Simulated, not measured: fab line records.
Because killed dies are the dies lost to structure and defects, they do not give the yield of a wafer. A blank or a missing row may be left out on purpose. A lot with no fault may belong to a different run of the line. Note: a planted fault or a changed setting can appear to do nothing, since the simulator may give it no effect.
fab line records ; flow sky130
record: lots: 13; wafers: 39; last_day: 50
route steps=708 shown POLY_GATE@235 LDD_P@265 LDD_LDN@297 POLY_CUT@315 PAD_OPEN@708
lots untouched by any fault: they come from a run of this same line in which no faults occurred
start_h: hours from the record's first day to the start of the lot's first wafer shown ; wait_h: time in hours since the lot's previous step ; " the same as in the row above ; L1.1+2: one row covering several wafers at once ; - no value, or no start given ; * or withheld: withheld ; < > ~ a bound
route shown NAME@n: names a module that has steps shown in the file, with the first one's number in the route ; usual: the fault-free wafers' mean and standard deviation ; same: alike in all rows ; chamber/n: place in a boat ; sites: readings site by site ; _std_site: how widely they spread, as a standard deviation ; _edge_site: outer sites' mean less inner sites' ; radius_mm: for every site, how far away it sits from the centre of the wafer ; mask NAME#n: copy n ; behind: the last tool/chamber to shape the wafer ; hold: why the lot was held/for how many hours/how that ended ; device: the n, p or np transistor that did not switch ; end of line: the tests these same wafers got at the end of their route ; a step with no rows: only its recipe ; killed: dies that structure and defects cost at the first sort, which is not the same as the wafer's yield ; map: dies across one wafer; x = killed, . = not, _ = none there
set.NAME: the setting that was run; set.NAME@STEP: the one run at that earlier step ; model.NAME: the simulator's own value behind a step, which no gauge read
steps of the route over a sample of lots; a table a step, a row a wafer
services: when a tool's chamber went out of use (start_h, in hours from the record's first day, below 0 if earlier), for how many hours, and the reason
== steps ==
step: SKY_POLY_GATE_THK_MEAS_21
recipe: reads: SiO2_of_POLY_GATE_OXIDATION_20
usual: POLY_GATE_OXIDATION_THK: 4.02/0.076
lot.wafer;tool;chamber;start_h;wait_h;POLY_GATE_OXIDATION_THK[nm]
L185.1;film_metro-02;-;375.99;0.0;4.12
L185.3;film_metro-02;-;375.99;0.0;4.06
L185.4;film_metro-02;-;375.99;0.0;4.10
L186.1;film_metro-01;-;376.33;0.0;3.98
L186.2;film_metro-01;-;376.33;0.0;4.06
L186.5;film_metro-01;-;376.33;0.0;4.02
L187.1;film_metro-01;-;393.14;0.0;3.96
L187.4;film_metro-01;-;393.14;0.0;3.97
L187.5;film_metro-01;-;393.14;0.0;3.99
L188.1;film_metro-04;-;401.79;0.0;3.98
L188.4;film_metro-04;-;401.79;0.0;4.03
L188.6;film_metro-04;-;401.79;0.0;4.05
L191.3;film_metro-04;-;422.78;0.0;4.02
L191.4;film_metro-04;-;422.78;0.0;3.99
L191.6;film_metro-04;-;422.78;0.0;3.96
L194.1;film_metro-04;-;455.77;0.0;3.96
L194.4;film_metro-04;-;455.77;0.0;4.00
L194.5;film_metro-04;-;455.77;0.0;4.02
L195.2;film_metro-04;-;465.34;0.0;4.04
L195.3;film_metro-04;-;465.34;0.0;4.08
L195.5;film_metro-04;-;465.34;0.0;4.05
L200.2;film_metro-04;-;505.31;0.0;3.91
L200.3;film_metro-04;-;505.31;0.0;3.92
L200.4;film_metro-04;-;505.31;0.0;3.86
L203.1;film_metro-04;-;535.41;0.0;3.99
L203.4;film_metro-04;-;535.41;0.0;3.95
L203.6;film_metro-04;-;535.41;0.0;4.06
L205.2;film_metro-04;-;545.35;0.0;4.04
L205.3;film_metro-04;-;545.35;0.0;3.94
L205.6;film_metro-04;-;545.35;0.0;4.05
L206.4;film_metro-01;-;551.37;0.0;4.08
L206.5;film_metro-01;-;551.37;0.0;4.07
L206.6;film_metro-01;-;551.37;0.0;4.11
L207.3;film_metro-04;-;560.84;0.0;3.88
L207.4;film_metro-04;-;560.84;0.0;3.92
L207.6;film_metro-04;-;560.84;0.0;3.97
L208.2;film_metro-04;-;569.46;0.0;3.92
L208.3;film_metro-04;-;569.46;0.0;4.03
L208.5;film_metro-04;-;569.46;0.0;4.06
step: SKY_LDD_P_STRIP_10
recipe: chemistry: O2/N2; power_w: 1400; pressure_mtorr: 1500; platen_temp_c: withheld; o2_flow_sccm: 3000; n2_flow_sccm: 300; overash_fraction: 0.5
usual: drypump_motor_current_A: 5.6/0.59; oes_product_au: 0.715/0.0045; strip_time_to_endpoint_s: 14.18/0.042
lot.wafer;tool;chamber;start_h;wait_h;drypump_motor_current_A;oes_product_au;rf_hours_counter_h;strip_time_to_endpoint_s
L185.1;plasma_asher-02;1;435.93;0.1;4.8;0.715;79;14.16
L185.3;plasma_asher-02;0;435.93;0.1;6.1;0.717;-;14.22
L185.4;plasma_asher-02;1;435.93;0.1;4.7;0.709;-;14.20
L186.1;plasma_asher-03;1;436.66;0.1;5.8;0.714;0;14.18
L186.2;plasma_asher-03;0;436.66;0.1;5.5;0.718;0;14.24
L186.5;plasma_asher-03;0;436.66;0.1;5.4;0.717;-;14.23
L187.1;plasma_asher-03;0;454.76;0.1;5.5;0.721;3;14.13
L187.4;plasma_asher-03;0;454.76;0.1;5.4;0.713;-;14.13
L187.5;plasma_asher-03;0;454.76;0.1;5.4;0.722;-;14.15
L188.1;plasma_asher-01;0;464.11;0.1;6.5;0.709;36;14.18
L188.4;plasma_asher-01;0;464.11;0.1;6.5;0.720;-;14.17
L188.6;plasma_asher-01;1;464.11;0.1;5.1;0.712;-;14.18
L191.3;plasma_asher-03;1;485.71;0.1;5.8;0.720;-;14.25
L191.4;plasma_asher-03;0;485.71;0.1;5.5;0.712;-;14.25
L191.6;plasma_asher-03;1;485.71;0.1;5.8;0.720;-;14.22
L194.1;plasma_asher-01;1;517.73;0.1;5.1;0.713;41;14.20
L194.4;plasma_asher-01;0;517.73;0.1;6.5;0.725;-;14.20
L194.5;plasma_asher-01;0;517.73;0.1;6.5;0.716;-;14.17
L195.2;plasma_asher-02;0;527.12;0.1;6.1;0.711;87;14.17
L195.3;plasma_asher-02;1;527.12;0.1;4.8;0.724;-;14.20
L195.5;plasma_asher-02;1;527.12;0.1;4.8;0.715;-;14.16
L200.2;plasma_asher-03;0;567.52;0.1;5.5;0.715;14;14.19
L200.3;plasma_asher-03;1;567.52;0.1;5.8;0.716;-;14.22
L200.4;plasma_asher-03;0;567.52;0.1;5.4;0.716;-;14.23
L203.1;plasma_asher-01;1;596.21;0.1;5.0;0.721;49;14.13
L203.4;plasma_asher-01;0;596.21;0.1;6.5;0.714;-;14.14
L203.6;plasma_asher-01;1;596.21;0.1;5.1;0.706;-;14.13
L205.2;plasma_asher-03;0;605.22;0.1;5.4;0.717;17;14.23
L205.3;plasma_asher-03;1;605.22;0.1;5.8;0.710;-;14.23
L205.6;plasma_asher-03;0;605.22;0.1;5.4;0.723;-;14.19
L206.4;plasma_asher-01;0;611.06;0.1;6.5;0.708;-;14.15
L206.5;plasma_asher-01;1;611.06;0.1;5.1;0.719;-;14.16
L206.6;plasma_asher-01;0;611.06;0.1;6.5;0.712;-;14.16
L207.3;plasma_asher-02;0;620.46;0.1;6.0;0.715;-;14.18
L207.4;plasma_asher-02;1;620.46;0.1;4.8;0.708;-;14.15
L207.6;plasma_asher-02;0;620.46;0.1;6.1;0.710;-;14.16
L208.2;plasma_asher-02;0;629.87;0.1;6.1;0.710;97;14.17
L208.3;plasma_asher-02;0;629.87;0.1;6.0;0.713;-;14.16
L208.5;plasma_asher-02;1;629.87;0.1;4.7;0.710;-;14.17
step: SKY_LDD_LDN_IMPLANT_08
recipe: species: As; energy_kev: 15; dose_cm2: 1.25e+13; tilt_deg: withheld; rotation_deg: 23
usual: beam_energy_keV: 15.001/0.0043
same: implant_ion_amu: 75
lot.wafer;tool;chamber;start_h;wait_h;beam_energy_keV
L185.1;implanter-03;0;527.15;0.0;15.004
L185.3;implanter-03;0;527.15;0.0;14.998
L185.4;implanter-03;0;527.15;0.0;15.004
L186.1;implanter-04;0;528.84;0.2;15.001
L186.2;implanter-04;0;528.84;0.2;15.003
L186.5;implanter-04;0;528.84;0.2;14.998
L187.1;implanter-03;0;546.58;0.0;14.991
L187.4;implanter-03;0;546.58;0.0;14.997
L187.5;implanter-03;0;546.58;0.0;14.991
L188.1;implanter-04;0;555.36;0.0;15.002
L188.4;implanter-04;0;555.36;0.0;14.997
L188.6;implanter-04;0;555.36;0.0;14.999
L191.3;implanter-03;0;577.16;0.1;15.008
L191.4;implanter-03;0;577.16;0.1;15.002
L191.6;implanter-03;0;577.16;0.1;15.008
L194.1;implanter-04;0;608.73;0.0;15.716
L194.4;implanter-04;0;608.73;0.0;15.711
L194.5;implanter-04;0;608.73;0.0;15.710
L195.2;implanter-04;0;616.09;0.0;15.714
L195.3;implanter-04;0;616.09;0.0;15.713
L195.5;implanter-04;0;616.09;0.0;15.709
L200.2;implanter-02;0;654.99;0.0;14.999
L200.3;implanter-02;0;654.99;0.0;14.997
L200.4;implanter-02;0;654.99;0.0;15.007
L203.1;implanter-03;0;682.03;0.0;15.000
L203.4;implanter-03;0;682.03;0.0;15.003
L203.6;implanter-03;0;682.03;0.0;15.006
L205.2;implanter-04;0;690.80;0.0;14.998
L205.3;implanter-04;0;690.80;0.0;14.996
L205.6;implanter-04;0;690.80;0.0;14.991
L206.4;implanter-02;0;696.80;0.1;15.010
L206.5;implanter-02;0;696.80;0.1;15.004
L206.6;implanter-02;0;696.80;0.1;15.006
L207.3;implanter-02;0;704.25;0.1;15.006
L207.4;implanter-02;0;704.25;0.1;14.996
L207.6;implanter-02;0;704.25;0.1;14.998
L208.2;implanter-04;0;714.94;0.0;14.997
L208.3;implanter-04;0;714.94;0.0;14.995
L208.5;implanter-04;0;714.94;0.0;14.997
step: SKY_POLY_CUT_CD_MEAS_08
recipe: target_cd_nm: 270
usual: cd_nm: 270.1/1.3
lot.wafer;tool;chamber;start_h;wait_h;cd_nm
L185.1;cd_sem-01;-;560.61;-;270.2
L185.3;cd_sem-01;-;560.61;-;268.9
L185.4;cd_sem-01;-;560.61;-;268.8
L186.1;cd_sem-02;-;561.70;-;270.7
L186.2;cd_sem-02;-;561.70;-;268.8
L186.5;cd_sem-02;-;561.70;-;269.3
L187.1;cd_sem-01;-;578.72;-;268.4
L187.4;cd_sem-01;-;578.72;-;269.5
L187.5;cd_sem-01;-;578.72;-;269.3
L188.1;cd_sem-01;-;587.07;-;268.4
L188.4;cd_sem-01;-;587.07;-;270.4
L188.6;cd_sem-01;-;587.07;-;270.6
L191.3;cd_sem-01;-;608.71;-;270.6
L191.4;cd_sem-01;-;608.71;-;271.1
L191.6;cd_sem-01;-;608.71;-;269.4
L194.1;cd_sem-01;-;639.52;-;270.0
L194.4;cd_sem-01;-;639.52;-;270.0
L194.5;cd_sem-01;-;639.52;-;271.0
L195.2;cd_sem-02;-;647.24;-;268.7
L195.3;cd_sem-02;-;647.24;-;269.5
L195.5;cd_sem-02;-;647.24;-;269.6
L200.2;cd_sem-02;-;685.98;-;270.1
L200.3;cd_sem-02;-;685.98;-;270.5
L200.4;cd_sem-02;-;685.98;-;269.7
L203.1;cd_sem-02;-;712.30;-;271.9
L203.4;cd_sem-02;-;712.30;-;271.7
L203.6;cd_sem-02;-;712.30;-;270.6
L205.2;cd_sem-02;-;720.73;-;271.9
L205.3;cd_sem-02;-;720.73;-;272.9
L205.6;cd_sem-02;-;720.73;-;271.8
L206.4;cd_sem-01;-;726.36;-;270.9
L206.5;cd_sem-01;-;726.36;-;270.0
L206.6;cd_sem-01;-;726.36;-;271.0
L207.3;cd_sem-01;-;733.19;-;269.6
L207.4;cd_sem-01;-;733.19;-;270.4
L207.6;cd_sem-01;-;733.19;-;269.2
L208.2;cd_sem-01;-;745.22;-;271.3
L208.3;cd_sem-01;-;745.22;-;270.7
L208.5;cd_sem-01;-;745.22;-;271.6
step: SKY_PAD_OPEN_PROBE_99
usual: killed_at_M0_to_M3: 43/6.6; killed_at_M4_up: 3.0/1.7; killed_at_contacts: 24/5.4; killed_at_front_end: 16/4.6; killed_at_other: 0.3/0.53; killed_dies: 87/9.7; killed_open: 47/7.3; killed_short: 39/6.5
same: gross_dies: 492; killed_at_back_side: 0
lot.wafer;tool;chamber;start_h;wait_h;killed_at_M0_to_M3;killed_at_M4_up;killed_at_contacts;killed_at_front_end;killed_at_other;killed_dies;killed_open;killed_short
L185.1;prober-01;-;1076.21;0.1;41;5;23;9;0;78;43;33
L185.3;prober-01;-;1076.31;0.2;53;4;16;24;0;97;54;43
L185.4;prober-01;-;1076.36;0.2;35;4;18;12;0;69;41;28
L187.1;prober-01;-;1089.43;0.1;46;5;18;9;1;79;33;45
L187.4;prober-01;-;1089.58;0.2;31;2;25;19;1;78;34;44
L187.5;prober-01;-;1089.63;0.2;45;5;28;6;0;84;53;31
L200.2;prober-01;-;1161.30;0.1;33;3;25;18;0;79;34;45
L200.3;prober-01;-;1161.35;0.2;36;7;21;22;0;86;48;38
L200.4;prober-01;-;1161.40;0.2;45;3;21;21;0;90;46;44
killed by level:class
L185.1 VIA1:geometric_particle:open=10 CONTACT:geometric_particle:open=7 VIA1:geometric_particle:short=6 VIA2:geometric_particle:open=6 LI_CONTACT:geometric_particle:open=5 CONTACT:geometric_particle:short=5 VIA3:geometric_particle:open=5 POLY_GATE:geometric_particle:short=3
L185.3 VIA1:geometric_particle:open=19 FIELD_ISO:geometric_particle:short=7 CONTACT:geometric_particle:open=7 POLY_GATE:geometric_particle:open=6 METAL3:geometric_particle:short=6 VIA1:geometric_particle:short=5 FIELD_ISO:geometric_particle:open=4 VIA2:geometric_particle:short=4
L185.4 CONTACT:geometric_particle:open=8 VIA1:geometric_particle:open=8 METAL1:geometric_particle:short=7 VIA2:geometric_particle:open=6 LI_CONTACT:geometric_particle:open=5 POLY_GATE:geometric_particle:open=4 VIA1:geometric_particle:short=4 VIA3:geometric_particle:open=4
L187.1 METAL1:geometric_particle:short=9 VIA2:geometric_particle:open=6 METAL3:geometric_particle:short=6 VIA3:geometric_particle:open=6 CONTACT:geometric_particle:open=5 VIA1:geometric_particle:short=5 FIELD_ISO:geometric_particle:open=4 CONTACT:geometric_particle:short=4
L187.4 CONTACT:geometric_particle:short=8 VIA1:geometric_particle:open=7 FIELD_ISO:geometric_particle:open=6 FIELD_ISO:geometric_particle:short=6 LOCAL_INTERCONNECT:geometric_particle:short=6 CONTACT:geometric_particle:open=6 METAL1:geometric_particle:short=5 VIA1:geometric_particle:short=4
L187.5 CONTACT:geometric_particle:open=13 VIA3:geometric_particle:open=13 VIA1:geometric_particle:open=8 LI_CONTACT:geometric_particle:open=7 METAL2:geometric_particle:short=7 METAL1:geometric_particle:short=4 VIA2:geometric_particle:open=4 FIELD_ISO:geometric_particle:open=3
L200.2 VIA1:geometric_particle:open=8 CONTACT:geometric_particle:short=7 CONTACT:geometric_particle:open=7 METAL3:geometric_particle:short=7 FIELD_ISO:geometric_particle:short=5 POLY_GATE:geometric_particle:short=5 LI_CONTACT:geometric_particle:open=5 VIA1:geometric_particle:short=5
L200.3 VIA1:geometric_particle:open=10 CONTACT:geometric_particle:open=6 VIA1:geometric_particle:short=6 FIELD_ISO:geometric_particle:open=5 CONTACT:geometric_particle:short=5 LI_CONTACT:geometric_particle:open=5 METAL4:geometric_particle:short=5 VIA2:geometric_particle:open=5
L200.4 CONTACT:geometric_particle:open=9 VIA1:geometric_particle:open=9 VIA2:geometric_particle:open=7 CONTACT:geometric_particle:short=7 POLY_GATE:geometric_particle:short=6 FIELD_ISO:geometric_particle:open=5 METAL1:geometric_particle:short=5 VIA1:geometric_particle:short=5
== services ==
tool;chamber;start_h;hours;kind
plasma_asher-03;-;421.25;9.0;pm
plasma_asher-03;0;421.25;9.0;vent_cycle
plasma_asher-03;1;421.25;9.0;vent_cycle
plasma_asher-03;0;430.25;-;clean
plasma_asher-03;1;430.25;-;clean
plasma_asher-02;-;431.49;0.4;repair
implanter-03;-;431.51;2.5;pm
plasma_asher-02;-;449.20;8.6;repair
implanter-03;-;458.07;4.7;repair
implanter-02;-;472.30;3.2;repair
implanter-04;-;487.80;1.6;repair
implanter-02;-;501.35;107.6;pm
implanter-04;-;504.35;3.4;repair
plasma_asher-01;-;510.23;1.9;repair
implanter-03;-;513.83;5.8;repair
implanter-04;-;525.32;3.5;pm
plasma_asher-03;-;525.57;2.8;pm
implanter-04;-;548.24;2.2;repair
plasma_asher-03;-;562.99;1.2;repair
plasma_asher-02;-;571.81;1.7;repair
implanter-02;-;610.17;4.4;pm
implanter-04;-;660.09;1.4;repair
== key ==
first_sign: step: SKY_LDD_LDN_IMPLANT_08; reading: beam_energy_keV; direction: up; sigmas: 99+; usual: *; struck: *
effect none on later readings
met_at SKY_LDD_LDN_IMPLANT_08
struck_lots L194,L195
tester_left_out L194,L195
not_acting_at SKY_POLY_GATE_THK_MEAS_21,SKY_LDD_P_STRIP_10,SKY_POLY_CUT_CD_MEAS_08
onset_between 555.36 608.73
fault: kind: process_parameter_drift; tool: implanter-04; chamber: -; onset_h: 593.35; steps: SKY_LDD_LDN_IMPLANT_08; channel: energy_kev; offset: *; shape: step; end_h: 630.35; acts_in: *; stated: *
tester_left_out: of these lots the tester's yield and bins aren't shown, on N5 and GAA mostly nor the transistor test; their killed dies are dies lost to structure and defects alone, not to doping, threshold or leakage, so they don't give the yield
